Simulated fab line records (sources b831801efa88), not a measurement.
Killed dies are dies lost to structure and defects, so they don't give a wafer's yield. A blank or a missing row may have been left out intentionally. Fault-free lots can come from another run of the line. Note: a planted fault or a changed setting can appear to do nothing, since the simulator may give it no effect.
Comparing a struck lot with a sound one    flow gf180mcu    17 steps out of a route of 602
Sound: the wafers L215.2, L215.4, L215.5. Wafers struck: L210.4, L210.5. The cause is given at the end.
Each step with rows lists, per side, the tool, then ch with its chambers, then its first start. Under that, the readings that differ: sound wafers    struck wafers    difference of the means    sigmas: that difference in standard deviations of wafers without a fault.
alike: readings with means less than 2 such deviations apart, plus words and numbers identical on both sides. not compared: withheld readings, readings lacking a value on some wafer, bounds such as >300 that could conceal the same value, and numbers that have no deviation in the record and whose values overlap.
A row with sigmas, a row that says differs or no value, or rows on one side alone: a step with any of these is where the two part. Non-overlapping numbers with no deviation appear without sigmas and do not part them. A reading missing from all wafers of one side parts the sides only when that side holds two or more wafers.

first, 1 step without rows for these wafers: GF_STI_OXIDATION_01 (stabilise 600 s, purge 300 s, target thk 10 nm).
GF_STI_THK_MEAS_02:
  sound: filmMetro-04 at day 4 04:31; struck: filmMetro-02 at day 3 03:32
  alike: STI_OXIDATION_THK
then, 1 step without rows for these wafers: GF_STI_CVD_03 (deposits Si3N4 from DCS/NH3, target thk 207.16 nm, time 3551 s).
GF_STI_THK_MEAS_04:
  sound: filmMetro-02 at day 4 06:34; struck: filmMetro-02 at day 3 05:35
reading              sound              struck       difference  sigmas
STI_CVD_03_THK (nm)  210.6 209.6 210.0  206.2 204.9  -4.5        -2
then, 7 steps without rows for these wafers: GF_STI_DEHYDRATE_05 (time 60 s); GF_STI_HMDS_06 (prime time 60 s); GF_STI_COAT_07 (resist thk 700 nm); GF_STI_SOFTBAKE_08 (time 60 s); GF_STI_EXPOSE_09 (exposes mask COMP, target cd 220 nm); GF_STI_PEB_10 (peb time 90 s); GF_STI_DEVELOP_11 (develop time 60 s).
GF_STI_CD_MEAS_12: the cd target is 220 nm.
  sound: cdSem-01 at day 4 19:52; struck: cdSem-02 at day 3 18:53
  alike: cdNm
GF_STI_ETCH_13: etches the open film in CHF3/O2, stops on Si, target depth 282.31 nm, time 112.9 s.
  sound on rieDiel-03 ch 2,3, day 4 19:58; struck on rieDiel-01 ch 0,2, day 3 18:56
reading                              sound              struck       difference  sigmas
oesProductAu (a.u.)                  0.842 0.843 0.838  0.975 0.981  +0.137      +20
runLengthS (s)                       140.6 141.3 141.0  124.7 124.3  -16.5       -45
throttleValvePct (%)                 8.811 8.832 8.821  8.843 8.853  +0.027      +3
model.KrF_of_STI_COAT_07.thkNm (nm)  436.3 438.7 437    483.4 475.5  +42.1       
  alike: drypumpMotorCurrentA
  not compared: rfHoursCounterH
GF_STI_ETCH_14: etches Si in HBr/Cl2/O2, target depth 360 nm, time 102.9 s.
  sound on rieSi-01 ch 0,1,2, day 4 20:02; struck on rieSi-02 ch 0,3, day 3 19:03
reading                              sound              struck     difference  sigmas
model.KrF_of_STI_COAT_07.thkNm (nm)  316.8 319.9 319.9  364.7 358  +42.5       
  alike: drypumpMotorCurrentA, oesProductAu, runLengthS, throttleValvePct
  not compared: rfHoursCounterH
GF_STI_STRIP_15: strips in O2/N2.
  sound on plasmaAsher-02 ch 0,1, day 4 20:07; struck on plasmaAsher-03 ch 1, day 3 19:07
reading                   sound              struck       difference  sigmas
oesProductAu (a.u.)       0.380 0.383 0.381  0.397 0.402  +0.018      +4
stripTimeToEndpointS (s)  3.71 3.73 3.75     4.20 4.14    +0.44       +9
  alike: drypumpMotorCurrentA, heaterPowerW, o2FlowSccm
  not compared: rfHoursCounterH
then, 1 step without rows for these wafers: GF_STI_CLEAN_16 (cleans in dHF, time 25 s).
-- the record jumps here: 28 days lie between the struck wafers' starts before and after (it left off in module STI and takes up again in module PASSIVATION, whose first step shown is number 602 of the route) --
GF_PASSIVATION_PROBE_99:
  the record has rows for the struck wafers here (prober-01, day 31 18:34) and none for the sound ones

== WHERE THEY PART ==
At GF_STI_THK_MEAS_04 first; at GF_PASSIVATION_PROBE_99 last (within this record only).

WHY: what had been put in by the simulator
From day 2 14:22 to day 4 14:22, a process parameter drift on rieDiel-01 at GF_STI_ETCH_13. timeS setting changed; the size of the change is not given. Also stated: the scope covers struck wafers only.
